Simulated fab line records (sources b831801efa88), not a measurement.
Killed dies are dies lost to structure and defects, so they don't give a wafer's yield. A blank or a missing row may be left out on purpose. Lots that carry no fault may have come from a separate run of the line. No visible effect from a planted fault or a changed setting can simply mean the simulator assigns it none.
Tool commonality check ; flow gf180mcu ; 13 lots, 39 wafers sampled

## WHY IT WAS OPENED
Of 13 lots, 2 have the reading NSD_RS flagged at GF_PSD_RS_MEAS_14. Fault-free wafers read 45.73 ohm/sq, with a standard deviation of 0.067.
Rule: flag the lot when none of its wafers has a number, or when each of its wafers that has one lies beyond 4 standard deviations from that mean. The rest of the lots are taken to be sound.

lot;measured;on;NSD_RS (ohm/sq), wafer by wafer;flag
L773;day 15 01:11;film_metro-02;45.88 45.74 45.64;
L774;day 15 08:29;film_metro-01;45.66 45.76 45.76;
L775;day 15 13:46;film_metro-04;45.76 45.75 45.82;
L776;day 16 04:46;film_metro-01;45.60 45.64 45.68;
L780;day 17 14:52;film_metro-01;45.72 45.64 45.63;
L781;day 17 15:05;film_metro-04;45.83 45.77 45.75;
L782;day 18 06:05;film_metro-01;45.69 45.76 45.63;
L783;day 18 13:07;film_metro-04;45.74 45.69 45.69;
L787;day 19 18:43;film_metro-02;47.33 47.28 47.31;FLAGGED
L789;day 20 11:32;film_metro-01;47.41 47.35 47.41;FLAGGED
L792;day 21 09:43;film_metro-01;45.72 45.72 45.70;
L793;day 21 19:40;film_metro-01;45.71 45.67 45.74;
L795;day 22 11:35;film_metro-04;45.70 45.72 45.83;
The numbers of the flagged lots are 47.35 ohm/sq on average: +1.62 ohm/sq against the usual, or +24 standard deviations.

## WHICH TOOL EACH LOT WENT THROUGH
The record holds 1 process step before the reading, out of a route of 602 steps. Every cell lists first the tool, next ch and the chambers used by the sampled wafers, and last the start.
lot;flag;GF_PSD_RTA_13
L773;;rtp_anneal-01 ch 0, day 15 01:06
L774;;rtp_anneal-01 ch 0, day 15 08:23
L775;;rtp_anneal-01 ch 0, day 15 13:41
L776;;rtp_anneal-01 ch 0, day 16 04:41
L780;;rtp_anneal-02 ch 0, day 17 14:47
L781;;rtp_anneal-02 ch 0, day 17 15:00
L782;;rtp_anneal-02 ch 0, day 18 06:00
L783;;rtp_anneal-02 ch 0, day 18 13:02
L787;FLAGGED;rtp_anneal-01 ch 0, day 19 18:38
L789;FLAGGED;rtp_anneal-01 ch 0, day 20 11:26
L792;;rtp_anneal-02 ch 0, day 21 09:38
L793;;rtp_anneal-02 ch 0, day 21 19:35
L795;;rtp_anneal-02 ch 0, day 22 11:30
What is done by these steps:
- GF_PSD_RTA_13: time 20 s.
- GF_PSD_RS_MEAS_14: measures by four-point-probe.

## FLAGGED OVER TOTAL, TOOL BY TOOL (the gauges that took the reading come last)
step;tool;lots run;flagged;share of the flagged lots;sound lots run after its first flagged lot
GF_PSD_RTA_13;rtp_anneal-01;6;2;all;0
GF_PSD_RTA_13;rtp_anneal-02;7;0;none;-
GF_PSD_RS_MEAS_14;film_metro-01;7;1;some;2 (L792,L793)
GF_PSD_RS_MEAS_14;film_metro-02;2;1;some;0
GF_PSD_RS_MEAS_14;film_metro-04;4;0;none;-

## WHAT IS ALLOWED BY THE TABLE
In the table, 1 row covers all flagged lots: rtp_anneal-01 at GF_PSD_RTA_13.
- rtp_anneal-01 at GF_PSD_RTA_13: 2 of its 6 lots flagged. Its last sound lot is L776 (day 16 04:41), its first flagged lot L787 (day 19 18:38): a fault that began between those two fits. Its own readings (wafer_temp_C_max) fall more than 4 standard deviations out on all wafers of the flagged lots.
Just one tool remains: rtp_anneal-01 at GF_PSD_RTA_13.

## WHAT WAS PUT IN BY THE SIMULATOR
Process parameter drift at GF_PSD_RTA_13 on rtp_anneal-01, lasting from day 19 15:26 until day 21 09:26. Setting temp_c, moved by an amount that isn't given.
Shown lots that were struck: L787, L789. The rule given above showed the same thing.
